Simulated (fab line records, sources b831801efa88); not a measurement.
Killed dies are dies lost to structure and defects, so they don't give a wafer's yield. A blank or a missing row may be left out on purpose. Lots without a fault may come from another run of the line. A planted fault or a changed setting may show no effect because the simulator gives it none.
Which tool did it? | flow gf180mcu | 7 lots, 21 wafers sampled, at 1 step of a route of 602

WHAT THE GAUGES READ, wafer by wafer
GF_M3_OVL_MEAS_15.
lot  | measured     | on         | M3_OVL (nm)
L704 | day 22 03:58 | overlay-01 | 9 10 9
L706 | day 22 17:37 | overlay-02 | -6 -4 -10
L710 | day 25 03:29 | overlay-01 | -1 0 6
L714 | day 26 00:54 | overlay-02 | 10 7 8
L717 | day 26 12:24 | overlay-01 | -4 -2 -9
L721 | day 28 06:15 | overlay-01 | -2 -1 -6
L724 | day 29 11:06 | overlay-01 | 7 0 0

WHICH TOOL RAN EACH LOT (tool, then ch and the chambers of the sampled wafers, then the start)
The record holds no process step before these readings.

THE ANSWER, worked out from the rows above alone
Rule: what is usual is taken from the lots themselves. Put in order of their means at a reading, lots are off if they are a third of the lots or fewer, leave a main group of 4 or more, and stand apart from it by a gap of 3 or more times the standard deviation of the main group's means; of several such gaps the widest counts. A main group whose means are all the same, to the digits that the tables above print for the reading, isn't used. A lot without any number at a reading at which 4 lots or more have one is off too. The other lots that the step has rows for count as sound.
No lot is off at any reading shown: from this, nothing can be told.

WHAT THE SIMULATOR HAD PUT IN
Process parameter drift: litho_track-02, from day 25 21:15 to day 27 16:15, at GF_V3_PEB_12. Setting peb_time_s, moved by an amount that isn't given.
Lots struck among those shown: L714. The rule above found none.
